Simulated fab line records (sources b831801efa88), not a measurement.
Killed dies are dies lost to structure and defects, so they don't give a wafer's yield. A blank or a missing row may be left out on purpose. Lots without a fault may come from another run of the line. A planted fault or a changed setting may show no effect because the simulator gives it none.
fab line records	flow gf180mcu	part 1 of 2: steps 1 to 4 of 6
record: lots: 24	wafers: 72	last_day: 34
route steps=602 shown M3@425 MIM@513 M5@535 V5@566 TOP_METAL@584
lots that met no fault: taken from a fault-free run of the same line
start_h: hours from the record's first day to the start of the lot's first wafer shown	wait_h: hours from the lot's prior step to this one	" same as the row above	L1.1+2: a single row standing in for several wafers	- no value, or no start given	* or withheld: withheld	< > ~ a bound
route shown NAME@n: names a module that has steps shown in the file, with the first one's number in the route	usual: mean and standard deviation over wafers with no fault	same: alike in all rows	chamber/n: place in a boat	sites: the reading at each site	_std_site: their standard deviation	_edge_site: inner sites' mean taken away from outer sites' mean	radius_mm: for every site, how far away it sits from the centre of the wafer	mask NAME#n: copy n	behind: the most recent tool/chamber to have shaped the wafer	hold: what put the lot on hold/how long, in hours/how the hold closed	device: which transistor (n, p or np) failed to switch	end of line: the route-end tests of the same wafers	a step with no rows: only its recipe	killed: dies that structure and defects cost at the first sort, which is not the same as the wafer's yield	map: per-die view of a wafer (x killed, . not killed, _ where there is no die)
set.NAME: setting as actually run; set.NAME@STEP: the setting as run at that earlier step	model.NAME: the simulator's own value behind a step, which no gauge read
a sample of lots followed through the steps of the route, with each step as a table and each wafer as a row
services: from which hour (start_h, from the record's first day; less than 0 if before it) a tool's chamber was out of use, for how many hours, and why
== steps ==
step: GF_M3_METAL_ETCH_16
recipe: chemistry: Cl2/BCl3	mask_material: KrF	target_depth_nm: 750.8	stop_on: SiO2	pressure_mtorr: 8	icp_w: 800	bias_w: 140	Cl2_flow_sccm: 80	bcl3_flow_sccm: 40	time_s: 125.1
usual: drypump_motor_current_A: 5.7/0.41	mfc_cl2_sccm: 79.96/0.25	oes_product_au: 0.988/0.0078	throttle_valve_pct: 28.232/0.012
lot.wafer	tool	chamber	start_h	wait_h	drypump_motor_current_A	mfc_cl2_sccm	oes_product_au	rf_hours_counter_h	throttle_valve_pct
L074.1	rie_metal-01	0	498.01	0.0	5.4	79.86	1.005	14	28.219
L074.3	"	1	"	"	6.5	80.07	0.991	-	28.227
L074.5	"	1	"	"	6.5	80.18	0.986	-	28.227
L075.1	rie_metal-01	0	506.50	0.0	5.4	79.41	0.999	14	28.234
L075.2	"	1	"	"	6.5	80.02	0.984	11	28.235
L075.4	"	1	"	"	6.5	80.32	0.991	-	28.244
L076.3	rie_metal-02	0	512.88	0.1	6.0	80.19	0.986	-	28.243
L076.5	"	1	"	"	5.6	79.88	0.998	-	28.220
L076.6	"	0	"	"	6.0	80.12	0.986	-	28.233
L077.1	rie_metal-02	1	520.31	0.0	5.6	79.88	0.995	7	28.226
L077.5	"	1	"	"	5.6	80.26	0.993	-	28.219
L077.6	"	0	"	"	6.0	79.80	0.988	-	28.229
L078.2	rie_metal-02	0	523.25	0.0	6.0	79.79	0.989	1	28.240
L078.5	"	0	"	"	6.0	79.80	0.984	-	28.228
L078.6	"	1	"	"	5.6	79.88	0.989	-	28.233
L080.3	rie_metal-01	1	540.35	0.1	6.5	79.73	0.985	-	28.251
L080.4	"	0	"	"	5.4	79.81	0.988	-	28.222
L080.5	"	0	"	"	5.4	79.83	0.992	-	28.233
L079.1	rie_metal-02	0	540.66	0.0	6.1	79.86	0.982	2	28.242
L079.3	"	0	"	"	6.1	79.64	0.981	-	28.225
L079.4	"	0	"	"	6.0	79.61	0.980	-	28.240
L081.1	rie_metal-02	0	551.54	0.0	6.1	79.69	0.987	2	28.227
L081.2	"	0	"	"	6.0	79.69	0.989	-	28.228
L081.6	"	0	"	"	6.0	80.08	0.971	-	28.241
L082.1	rie_metal-02	0	558.99	0.0	6.0	80.37	0.990	3	28.247
L082.2	"	1	"	"	5.6	79.60	1.000	8	28.228
L082.3	"	1	"	"	5.6	79.95	0.996	-	28.239
L083.3	rie_metal-03	1	563.83	0.1	5.1	80.25	0.978	-	28.256
L083.4	"	0	"	"	5.4	79.73	0.981	-	28.245
L083.6	"	1	"	"	5.0	80.07	0.971	-	28.239
L084.1	rie_metal-03	0	571.40	0.0	5.4	80.27	0.984	10	28.235
L084.2	"	1	"	"	5.0	80.26	0.968	10	28.241
L084.5	"	1	"	"	5.0	80.10	0.982	-	28.243
L085.2	rie_metal-02	1	580.96	0.0	5.6	80.13	1.000	9	28.209
L085.3	"	0	"	"	6.1	80.21	0.983	-	28.241
L085.4	"	1	"	"	5.6	80.34	0.995	-	28.220
L086.2	rie_metal-02	1	590.05	0.0	5.6	80.53	1.000	9	28.217
L086.3	"	1	"	"	5.6	80.13	0.998	-	28.230
L086.5	"	1	"	"	5.6	80.29	0.988	-	28.216
L087.2	rie_metal-03	0	602.45	0.0	5.4	79.57	0.988	11	28.245
L087.5	"	1	"	"	5.0	79.61	0.988	-	28.244
L087.6	"	0	"	"	5.4	79.41	0.984	-	28.252
L088.2	rie_metal-03	1	606.62	0.0	5.0	80.35	0.978	11	28.242
L088.3	"	0	"	"	5.4	80.20	0.982	-	28.248
L088.5	"	1	"	"	5.0	79.98	0.981	-	28.235
L089.4	rie_metal-02	1	614.48	0.1	5.6	79.40	0.991	-	28.230
L089.5	"	0	"	"	6.0	79.80	0.992	-	28.226
L089.6	"	1	"	"	5.6	79.82	1.002	-	28.228
L090.1	rie_metal-03	1	619.55	0.0	5.0	80.11	0.976	11	28.235
L090.2	"	0	"	"	5.4	79.84	0.975	12	28.242
L090.3	"	0	"	"	5.4	79.80	0.980	-	28.245
L091.1	rie_metal-01	0	626.60	0.0	5.4	80.08	0.999	3	28.232
L091.2	"	1	"	"	6.5	79.85	0.985	15	28.236
L091.6	"	0	"	"	5.4	79.94	0.999	-	28.209
L092.3	rie_metal-02	0	634.81	0.1	6.0	79.86	0.993	-	28.233
L092.4	"	1	"	"	5.6	79.60	1.002	-	28.222
L092.6	"	1	"	"	5.6	79.98	1.004	-	28.217
L093.3	rie_metal-02	0	642.85	0.1	6.0	80.18	0.989	-	28.220
L093.4	"	1	"	"	5.6	79.94	0.991	-	28.211
L093.5	"	0	"	"	6.0	80.13	0.983	-	28.245
L094.2	rie_metal-02	1	650.96	0.0	5.6	80.25	0.993	11	28.226
L094.3	"	1	"	"	5.6	80.10	0.992	-	28.214
L094.5	"	1	"	"	5.6	80.29	0.992	-	28.225
L095.1	rie_metal-01	0	656.04	0.0	5.4	80.01	0.993	5	28.205
L095.3	"	0	"	"	5.4	80.21	0.998	-	28.205
L095.6	"	0	"	"	5.4	80.10	1.005	-	28.213
L096.2	rie_metal-01	0	664.34	0.1	5.4	79.93	0.993	-	28.207
L096.3	"	0	"	"	5.4	79.89	0.994	-	28.231
L096.5	"	0	"	"	5.4	80.29	0.989	-	28.226
L097.2	rie_metal-03	0	665.85	0.0	5.4	80.59	0.986	13	28.249
L097.3	"	0	"	"	5.5	80.17	0.975	-	28.250
L097.5	"	1	"	"	5.0	79.94	0.994	-	28.230
step: GF_MIM_RS_MEAS_10
recipe: thk_meas_gauge: four-point-probe	reads: TiN_of_MIM_SPUTTER_09+AlCu_of_MIM_SPUTTER_08+TiN_of_MIM_SPUTTER_07
usual: MIM_ALCU_RS: 0.1592/0.0021
lot.wafer	tool	chamber	start_h	wait_h	MIM_ALCU_RS[ohm/sq]
L074.1	film_metro-01	-	576.65	0.0	0.1594
L074.3	"	-	"	"	0.1589
L074.5	"	-	"	"	0.1625
L075.1	film_metro-01	-	579.40	0.0	0.1590
L075.2	"	-	"	"	0.1591
L075.4	"	-	"	"	0.1620
L076.3	film_metro-01	-	586.17	0.1	0.1596
L076.5	"	-	"	"	0.1584
L076.6	"	-	"	"	0.1607
L077.1	film_metro-01	-	593.38	0.0	0.1585
L077.5	"	-	"	"	0.1616
L077.6	"	-	"	"	0.1588
L078.2	film_metro-01	-	595.36	0.0	0.1554
L078.5	"	-	"	"	0.1555
L078.6	"	-	"	"	0.1596
L080.3	film_metro-01	-	609.89	0.1	0.1564
L080.4	"	-	"	"	0.1598
L080.5	"	-	"	"	0.1607
L079.1	film_metro-01	-	610.59	0.0	0.1570
L079.3	"	-	"	"	0.1625
L079.4	"	-	"	"	0.1570
L081.1	film_metro-02	-	623.32	0.0	0.1591
L081.2	"	-	"	"	0.1622
L081.6	"	-	"	"	0.1597
L082.1	film_metro-04	-	628.05	0.0	0.1612
L082.2	"	-	"	"	0.1596
L082.3	"	-	"	"	0.1595
L083.3	film_metro-02	-	631.94	0.1	0.1567
L083.4	"	-	"	"	0.1581
L083.6	"	-	"	"	0.1573
L084.1	film_metro-01	-	642.78	0.0	0.1606
L084.2	"	-	"	"	0.1620
L084.5	"	-	"	"	0.1590
L085.2	film_metro-01	-	647.63	0.0	0.1632
L085.3	"	-	"	"	0.1599
L085.4	"	-	"	"	0.1602
L086.2	film_metro-01	-	657.07	0.0	0.1584
L086.3	"	-	"	"	0.1549
L086.5	"	-	"	"	0.1605
L087.2	film_metro-01	-	668.10	0.0	0.1598
L087.5	"	-	"	"	0.1587
L087.6	"	-	"	"	0.1587
L088.2	film_metro-04	-	672.84	0.0	0.1583
L088.3	"	-	"	"	0.1582
L088.5	"	-	"	"	0.1579
L089.4	film_metro-02	-	680.68	0.1	0.1544
L089.5	"	-	"	"	0.1593
L089.6	"	-	"	"	0.1621
L090.1	film_metro-01	-	685.08	0.0	0.1635
L090.2	"	-	"	"	0.1608
L090.3	"	-	"	"	0.1611
L091.1	film_metro-01	-	691.62	0.0	0.1621
L091.2	"	-	"	"	0.1577
L091.6	"	-	"	"	0.1595
L092.3	film_metro-02	-	699.08	0.1	0.1592
L092.4	"	-	"	"	0.1584
L092.6	"	-	"	"	0.1603
L093.3	film_metro-02	-	706.96	0.1	0.1592
L093.4	"	-	"	"	0.1582
L093.5	"	-	"	"	0.1546
L094.2	film_metro-01	-	714.92	0.0	0.1595
L094.3	"	-	"	"	0.1622
L094.5	"	-	"	"	0.1600
L095.1	film_metro-04	-	718.12	0.0	0.1585
L095.3	"	-	"	"	0.1604
L095.6	"	-	"	"	0.1605
L096.2	film_metro-04	-	726.41	0.1	0.1577
L096.3	"	-	"	"	0.1572
L096.5	"	-	"	"	0.1560
L097.2	film_metro-04	-	728.72	0.0	0.1550
L097.3	"	-	"	"	0.1563
L097.5	"	-	"	"	0.1566
step: GF_M5_ETCH_09
recipe: chemistry: CF4/O2	target: Si3N4	target_depth_nm: 52	source_w: 800	bias_w: 150	pressure_mtorr: 150	cf4_flow_sccm: 80	O2_flow_sccm: 10	time_s: 11.6
usual: drypump_motor_current_A: 5.6/0.34	oes_product_au: 1.001/0.011	throttle_valve_pct: 5.970/0.01
lot.wafer	tool	chamber	start_h	wait_h	drypump_motor_current_A	oes_product_au	rf_hours_counter_h	throttle_valve_pct
L074.1	rie_diel-01	2	617.96	0.0	5.2	1.013	5	5.959
L074.3	"	3	"	"	5.3	1.017	23	5.982
L074.5	"	1	"	"	5.3	1.019	-	5.975
L075.1	rie_diel-02	0	622.13	0.0	5.0	0.999	5	5.972
L075.2	"	2	"	"	5.7	1.013	63	5.989
L075.4	"	3	"	"	5.9	1.010	7	5.975
L076.3	rie_diel-02	0	627.85	0.0	5.0	1.001	5	5.962
L076.5	"	1	"	"	5.5	0.990	-	5.975
L076.6	"	2	"	"	5.8	1.002	-	5.967
L077.1	rie_diel-04	2	634.65	0.0	5.9	0.981	10	5.958
L077.5	"	3	"	"	5.7	0.991	-	5.961
L077.6	"	2	"	"	5.9	0.997	-	5.959
L078.2	rie_diel-01	2	635.60	0.0	5.3	1.010	6	5.963
L078.5	"	0	"	"	6.0	0.998	-	5.958
L078.6	"	3	"	"	5.3	1.011	-	5.978
L080.3	rie_diel-01	2	650.88	0.0	5.3	1.004	6	5.968
L080.4	"	0	"	"	6.1	1.003	8	5.976
L080.5	"	0	"	"	6.1	1.007	-	5.969
L079.1	rie_diel-04	1	651.61	0.0	5.3	1.007	14	5.963
L079.3	"	0	"	"	5.8	1.008	9	5.964
L079.4	"	2	"	"	5.9	0.989	11	5.967
L081.1	rie_diel-02	1	663.60	0.0	5.5	0.994	7	5.958
L081.2	"	3	"	"	5.9	1.004	8	5.985
L081.6	"	1	"	"	5.5	0.990	-	5.956
L082.1	rie_diel-04	0	668.20	0.0	5.9	0.994	9	5.957
L082.2	"	2	"	"	5.9	0.996	11	5.962
L082.3	"	1	"	"	5.3	0.994	14	5.963
L083.3	rie_diel-02	3	671.90	0.0	5.9	1.013	9	5.981
L083.4	"	1	"	"	5.5	0.996	-	5.980
L083.6	"	0	"	"	5.0	1.001	-	5.974
L084.1	rie_diel-02	1	682.26	0.0	5.6	1.004	8	5.973
L084.2	"	3	"	"	5.9	1.008	9	5.965
L084.5	"	1	"	"	5.5	0.994	-	5.965
L085.2	rie_diel-04	1	686.86	0.0	5.3	1.004	15	5.967
L085.3	"	3	"	"	5.7	0.995	7	5.972
L085.4	"	2	"	"	5.9	0.984	12	5.979
L086.2	rie_diel-02	3	694.70	0.0	5.9	1.008	10	5.966
L086.3	"	1	"	"	5.5	0.998	9	5.972
L086.5	"	3	"	"	5.9	1.010	-	5.979
L087.2	rie_diel-02	2	706.70	0.0	5.8	1.004	1	5.960
L087.5	"	2	"	"	5.8	0.989	-	5.974
L087.6	"	3	"	"	5.9	1.015	-	5.972
L088.2	rie_diel-04	1	711.40	0.0	5.3	1.001	16	5.973
L088.3	"	3	"	"	5.7	0.987	8	5.963
L088.5	"	1	"	"	5.3	0.994	-	5.952
L089.4	rie_diel-02	1	720.02	0.0	5.6	0.998	-	5.975
L089.5	"	3	"	"	5.9	1.023	-	5.982
L089.6	"	0	"	"	5.0	1.001	-	5.973
L090.1	rie_diel-01	0	721.29	0.0	6.1	1.001	10	5.978
L090.2	"	3	"	"	5.3	1.014	26	5.967
L090.3	"	1	"	"	5.3	1.017	17	5.963
L091.1	rie_diel-02	2	727.70	0.0	5.8	0.988	1	5.966
L091.2	"	3	"	"	5.9	1.005	11	5.952
L091.6	"	3	"	"	5.9	1.005	-	5.982
L092.3	rie_diel-04	1	735.06	0.0	5.3	0.984	18	5.960
L092.4	"	3	"	"	5.7	0.976	9	5.936
L092.6	"	3	"	"	5.7	0.973	-	5.974
L093.3	rie_diel-01	2	742.65	0.0	5.3	0.993	10	5.966
L093.4	"	1	"	"	5.3	1.006	18	5.971
L093.5	"	0	"	"	6.1	1.006	-	5.998
L094.2	rie_diel-04	1	749.82	0.0	5.3	0.992	19	5.958
L094.3	"	2	"	"	5.9	1.000	16	5.970
L094.5	"	2	"	"	5.9	0.990	-	5.952
L095.1	rie_diel-02	3	753.24	0.0	5.9	1.003	12	5.977
L095.3	"	1	"	"	5.6	1.001	11	5.977
L095.6	"	0	"	"	5.0	0.993	-	5.979
L096.2	rie_diel-01	2	760.01	0.0	5.3	1.008	10	5.966
L096.3	"	1	"	"	5.3	1.010	18	5.979
L096.5	"	2	"	"	5.3	1.001	-	5.984
L097.2	rie_diel-02	0	762.25	0.0	5.0	1.005	11	5.956
L097.3	"	3	"	"	5.9	1.005	13	5.968
L097.5	"	3	"	"	5.9	1.013	-	5.972
step: GF_M5_METAL_ETCH_10
recipe: chemistry: Cl2/BCl3	mask_material: KrF	target_depth_nm: 750.8	stop_on: SiO2	pressure_mtorr: 8	icp_w: 800	bias_w: 140	Cl2_flow_sccm: 80	bcl3_flow_sccm: 40	time_s: 125.1
usual: drypump_motor_current_A: 5.5/0.37	mfc_cl2_sccm: 80.01/0.21	oes_product_au: 0.989/0.008	throttle_valve_pct: 28.232/0.012
lot.wafer	tool	chamber	start_h	wait_h	drypump_motor_current_A	mfc_cl2_sccm	oes_product_au	rf_hours_counter_h	throttle_valve_pct
L074.1	rie_metal-03	1	617.98	0.0	5.0	79.75	0.984	11	28.234
L074.3	"	1	"	"	5.0	79.95	0.983	-	28.243
L074.5	"	1	"	"	5.0	79.79	0.987	-	28.242
L075.1	rie_metal-03	1	622.15	0.0	5.0	79.88	0.987	11	28.245
L075.2	"	0	"	"	5.4	79.97	0.978	12	28.241
L075.4	"	1	"	"	5.0	80.26	0.989	-	28.222
L076.3	rie_metal-03	0	627.92	0.1	5.4	79.49	0.981	-	28.243
L076.5	"	0	"	"	5.4	79.67	0.972	-	28.239
L076.6	"	1	"	"	5.0	79.80	0.988	-	28.240
L077.1	rie_metal-01	0	634.67	0.0	5.4	80.11	1.001	3	28.216
L077.5	"	0	"	"	5.4	80.10	0.995	-	28.211
L077.6	"	0	"	"	5.4	79.89	0.998	-	28.225
L078.2	rie_metal-01	0	635.67	0.1	5.4	80.12	1.007	-	28.224
L078.5	"	0	"	"	5.4	79.80	1.004	-	28.222
L078.6	"	0	"	"	5.4	79.80	0.995	-	28.226
L080.3	rie_metal-03	0	650.94	0.1	5.4	79.96	0.990	-	28.233
L080.4	"	1	"	"	5.0	79.85	0.983	-	28.237
L080.5	"	1	"	"	5.0	79.91	0.986	-	28.243
L079.1	rie_metal-01	0	651.63	0.0	5.4	80.17	1.000	4	28.225
L079.3	"	0	"	"	5.4	80.10	0.997	-	28.210
L079.4	"	0	"	"	5.4	79.68	1.003	-	28.221
L081.1	rie_metal-03	0	663.62	0.0	5.4	79.80	0.976	13	28.247
L081.2	"	1	"	"	5.0	79.91	0.994	13	28.237
L081.6	"	0	"	"	5.4	80.52	0.976	-	28.236
L082.1	rie_metal-04	1	668.22	0.0	5.4	80.29	0.989	6	28.236
L082.2	"	0	"	"	5.9	79.87	0.987	3	28.244
L082.3	"	0	"	"	5.9	79.79	0.995	-	28.237
L083.3	rie_metal-04	0	671.97	0.1	5.9	80.15	0.995	-	28.224
L083.4	"	1	"	"	5.4	79.99	0.987	-	28.260
L083.6	"	1	"	"	5.4	79.87	0.995	-	28.209
L084.1	rie_metal-04	1	682.28	0.0	5.4	80.13	0.984	7	28.241
L084.2	"	0	"	"	5.9	80.37	0.992	4	28.226
L084.5	"	0	"	"	5.9	80.20	0.990	-	28.235
L085.2	rie_metal-04	1	686.88	0.0	5.4	79.68	0.987	7	28.215
L085.3	"	1	"	"	5.4	79.94	0.996	-	28.229
L085.4	"	0	"	"	5.9	79.94	0.996	-	28.224
L086.2	rie_metal-04	0	694.72	0.0	5.9	80.05	0.988	5	28.225
L086.3	"	0	"	"	5.9	79.91	0.999	-	28.217
L086.5	"	1	"	"	5.4	79.83	0.996	-	28.234
L087.2	rie_metal-04	0	706.72	0.0	5.9	80.09	1.001	5	28.222
L087.5	"	1	"	"	5.4	79.72	0.987	-	28.226
L087.6	"	0	"	"	5.9	80.02	0.999	-	28.231
L088.2	rie_metal-04	0	711.43	0.0	5.9	80.27	0.992	5	28.228
L088.3	"	1	"	"	5.4	80.03	0.999	-	28.228
L088.5	"	0	"	"	5.9	80.12	0.992	-	28.206
L089.4	rie_metal-03	1	720.07	0.0	5.0	80.35	0.969	-	28.236
L089.5	"	1	"	"	5.0	79.96	0.981	-	28.249
L089.6	"	0	"	"	5.5	79.80	0.986	-	28.236
L090.1	rie_metal-01	0	721.32	0.0	5.4	79.83	0.998	8	28.223
L090.2	"	1	"	"	6.5	80.10	0.981	2	28.224
L090.3	"	1	"	"	6.5	80.27	0.988	-	28.211
L091.1	rie_metal-01	0	727.73	0.0	5.4	80.19	0.990	8	28.240
L091.2	"	1	"	"	6.5	79.93	0.987	2	28.234
L091.6	"	1	"	"	6.5	79.98	0.987	-	28.234
L092.3	rie_metal-03	0	735.12	0.1	5.4	80.00	0.983	-	28.227
L092.4	"	1	"	"	5.0	79.74	0.985	-	28.266
L092.6	"	1	"	"	5.0	80.02	0.980	-	28.247
L093.3	rie_metal-03	1	742.71	0.1	5.0	79.86	0.990	-	28.248
L093.4	"	0	"	"	5.4	80.03	0.982	-	28.245
L093.5	"	1	"	"	5.0	79.89	0.990	-	28.222
L094.2	rie_metal-03	1	749.84	0.0	5.0	80.10	0.983	17	28.242
L094.3	"	0	"	"	5.4	80.31	0.981	-	28.257
L094.5	"	0	"	"	5.5	80.36	0.976	-	28.246
L095.1	rie_metal-04	1	753.27	0.0	5.4	80.02	0.980	9	28.248
L095.3	"	0	"	"	5.9	80.09	0.991	-	28.234
L095.6	"	1	"	"	5.4	79.68	0.988	-	28.233
L096.2	rie_metal-01	1	760.03	0.0	6.5	80.14	0.991	4	28.217
L096.3	"	0	"	"	5.4	80.22	0.995	-	28.225
L096.5	"	1	"	"	6.5	80.40	0.999	-	28.225
L097.2	rie_metal-03	0	762.32	0.1	5.4	80.21	0.979	-	28.246
L097.3	"	0	"	"	5.4	80.23	0.966	-	28.230
L097.5	"	0	"	"	5.4	79.98	0.976	-	28.244
